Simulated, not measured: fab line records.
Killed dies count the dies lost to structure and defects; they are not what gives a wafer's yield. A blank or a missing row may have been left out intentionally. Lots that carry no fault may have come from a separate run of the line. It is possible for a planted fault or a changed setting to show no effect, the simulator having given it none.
The same fault as seen by 2 desks :: flow sky130 :: what lay behind the numbers comes last; until then each desk has only its own

THE METROLOGY DESK
Lot by lot, what the gauges showed, no matter which tool ran the lot: averages of those sampled wafers that carry a number. If a lot's mean is further than 4 standard deviations from the usual mean, the lot is out of limits and carries the mark OUT (the distance appears in the brackets).
Columns: A = VIA4_BOW at SKY_VIA4_BOW_MEAS_03, usual 80 um; B = VIA4_OVL at SKY_VIA4_OVL_MEAS_11, usual -0.6 nm
lot: L845
first seen here: day 41 08:40
A: 80
B: -0.7

lot: L848
first seen here: day 42 10:35
A: 71
B: -1.9

lot: L849
first seen here: day 43 12:11
A: 75
B: -0.1

lot: L851
first seen here: day 43 13:13
A: 70
B: -1.3

lot: L850
first seen here: day 43 16:51
A: 70
B: -1.2

lot: L853
first seen here: day 43 21:35
A: 71
B: -0.3

lot: L856
first seen here: day 44 23:44
A: 86
B: -1.0

lot: L855
first seen here: day 45 00:32
A: 70
B: 0.6

lot: L857
first seen here: day 45 03:47
A: 91
B: -0.8

lot: L858
first seen here: day 45 07:01
A: 88
B: 1.0

lot: L859
first seen here: day 45 11:24
A: 85
B: 0.1

lot: L868
first seen here: day 47 15:38
A: 78
B: -1.5
Result from this desk: across the 12 lots, nothing is out of limits.

FOR THE TOOL OWNER'S DESK: cmp-01
The tool's own readings at SKY_VIA1_CMP_24 (polishes, stops on SiO2, t overpolish 15 s, target thk 0 nm): means of the sampled wafers that have a number, for each lot that ran on this tool. If a lot's mean is further than 4 standard deviations from the usual mean, the lot is out of limits and carries the mark OUT (the distance appears in the brackets).
Columns: A = motor current A at SKY_VIA1_CMP_24, usual 11.3 A; B = overpolish run s at SKY_VIA1_CMP_24, usual 15.001 s; C = time to endpoint s at SKY_VIA1_CMP_24, usual 66.3 s
lot: L845
first seen here: day 33 09:25
A: 11.0
B: 15.003
C: 67.0

lot: L848
first seen here: day 34 14:29
A: 10.8
B: 15.003
C: 66.7

lot: L849
first seen here: day 35 20:05
A: 11.1
B: 14.994
C: 67.4

lot: L851
first seen here: day 35 20:26
A: 10.8
B: 15.002
C: 67.8

lot: L850
first seen here: day 35 22:38
A: 11.4
B: 14.997
C: 69.8

lot: L853
first seen here: day 36 05:14
A: 10.9
B: 15.005
C: 67.2

lot: L857
first seen here: day 37 21:35
A: 12.0
B: 14.991
C: 64.8

lot: L858
first seen here: day 38 03:25
A: 11.8
B: 15.001
C: 67.1

lot: L859
first seen here: day 38 08:56
A: 12.3
B: 15.000
C: 67.0
Result from this desk: across the 9 lots, nothing is out of limits.

ALL TOGETHER
At the metrology desk, nothing out of limits was observed.
The desk of the tool owner found nothing out of limits.

WHAT THE SIMULATOR HAD PUT IN
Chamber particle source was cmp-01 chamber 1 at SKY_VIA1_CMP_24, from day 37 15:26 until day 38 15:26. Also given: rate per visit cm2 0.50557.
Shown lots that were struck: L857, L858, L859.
